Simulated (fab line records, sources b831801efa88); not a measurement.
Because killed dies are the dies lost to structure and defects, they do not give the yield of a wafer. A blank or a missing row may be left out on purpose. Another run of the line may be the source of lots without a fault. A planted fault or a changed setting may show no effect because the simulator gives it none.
A struck lot beside a sound one    flow sky130    17 out of 708 route steps
Sound: the wafers L957.1, L957.3, L957.4. Wafers L961.1, L961.2, L961.3 were the ones struck. Last of all comes the cause.
For every step that has rows: the tool of each side, followed by ch and its chambers, followed by its first start. Under that, the readings that differ: sound wafers    struck wafers    difference of the means    sigmas: that difference in standard deviations of wafers without a fault.
alike: words and numbers the same on both sides, and readings whose means are apart by under 2 such deviations; not compared: readings that were withheld, readings missing a value for some wafer, numbers with overlapping values and no deviation given by the record, and bounds like >300 which may hide the same value.
Wherever a step has rows on one side only, a row that says differs or no value, or a row with sigmas, the two part there. Non-overlapping numbers with no deviation appear without sigmas and do not part them. Lack of a reading on every wafer of one side parts them only where that side has two or more wafers.

SKY_LDD_P_OVL_MEAS_08:
  sound on overlay-02 at day 21 01:43; struck on overlay-01 at day 22 10:35
  alike: LDD_P_OVL
then, 1 step without rows for these wafers: SKY_LDD_P_IMPLANT_09.
SKY_LDD_P_STRIP_10: strips in O2/N2.
  sound on plasma asher-03 ch 0,1, day 21 01:54; struck on plasma asher-01 ch 0,1, day 22 10:46
  alike: drypump motor current A, oes product au, strip time to endpoint s
  not compared: rf hours counter h
SKY_LDD_P_TW_MEAS_11:
  sound on film metro-03 at day 21 02:00; struck on film metro-01 at day 22 10:52
  alike: LDD_P_TW
then, 7 steps without rows for these wafers: SKY_LDD_HVN_DEHYDRATE_00 (time 60 s); SKY_LDD_HVN_HMDS_01 (prime time 60 s); SKY_LDD_HVN_COAT_02 (resist thk 300 nm); SKY_LDD_HVN_SOFTBAKE_03 (time 60 s); SKY_LDD_HVN_EXPOSE_04 (exposes mask HVNTM, target cd 700 nm); SKY_LDD_HVN_PEB_05; SKY_LDD_HVN_DEVELOP_06 (develop time 60 s).
SKY_LDD_HVN_OVL_MEAS_07:
  sound on overlay-02 at day 22 07:43; struck on overlay-01 at day 23 17:07
  alike: LDD_HVN_OVL
SKY_LDD_HVN_IMPLANT_08:
  sound on implanter-03 ch 0, day 22 07:44; struck on implanter-03 ch 0, day 23 17:28
  alike: dose ions cm2
SKY_LDD_HVN_STRIP_09: strips in O2/N2.
  sound on plasma asher-02 ch 0,1, day 22 07:53; struck on plasma asher-01 ch 0,1, day 23 17:37
  alike: drypump motor current A, oes product au, strip time to endpoint s
  not compared: rf hours counter h
SKY_LDD_HVN_TW_MEAS_10:
  sound on film metro-02 at day 22 07:59; struck on film metro-02 at day 23 17:43
reading     sound           struck          difference  sigmas
LDD_HVN_TW  1444 1443 1443  1810 1803 1810  +364        +28
then, 1 step without rows for these wafers: SKY_LDD_HVP_DEHYDRATE_00 (time 60 s).
-- the record jumps here: 24 days lie between the struck wafers' starts before and after (it left off in module LDD_HVP and takes up again in module PAD_OPEN, whose first step shown is number 708 of the route) --
SKY_PAD_OPEN_PROBE_99:
  sound on prober-02 at day 47 05:05; struck on prober-02 at day 48 01:44
reading                                   sound                 struck                difference  sigmas
model.etest.tip_n_5v.rs ohm sq            1369 1357 1369        852.9 850.1 859.4     -510.9      
model.etest.nfet g5v0d10v5.r on ohm um    1885 1898 1887        1694 1716 1697        -188        
model.etest.nfet g5v0d10v5.drive ua um    611.5 606 601.9       669.7 660.4 674       +61.6       
model.etest.nfet_05v0_nvt.drive ua um     580.6 579.9 579.3     609.8 603.4 614.2     +29.2       
model.etest.res ndiff hv.rs ohm sq        114 113.4 114         110.8 111 111         -2.9        
model.etest.ring_5v.delay ps              44.26 44.33 44.7      43.14 43.16 43.22     -1.26       
model.etest.nfet_05v0_nvt.off log10 a um  -10.89 -10.88 -10.89  -10.57 -10.76 -10.52  +0.27       
  alike: killed_at_M0_to_M3, killed_at_M4_up, killed at contacts, killed at front end, killed at other, killed dies, killed open, killed short
  not compared: model.etest.tip_n_5v.rs ohm sq range

== WHERE THEY PART ==
At SKY_LDD_HVN_TW_MEAS_10 and nowhere else, as far as this record goes. Later steps at which nothing parts them and some readings are alike: SKY_PAD_OPEN_PROBE_99.

WHY: whatever the simulator had introduced
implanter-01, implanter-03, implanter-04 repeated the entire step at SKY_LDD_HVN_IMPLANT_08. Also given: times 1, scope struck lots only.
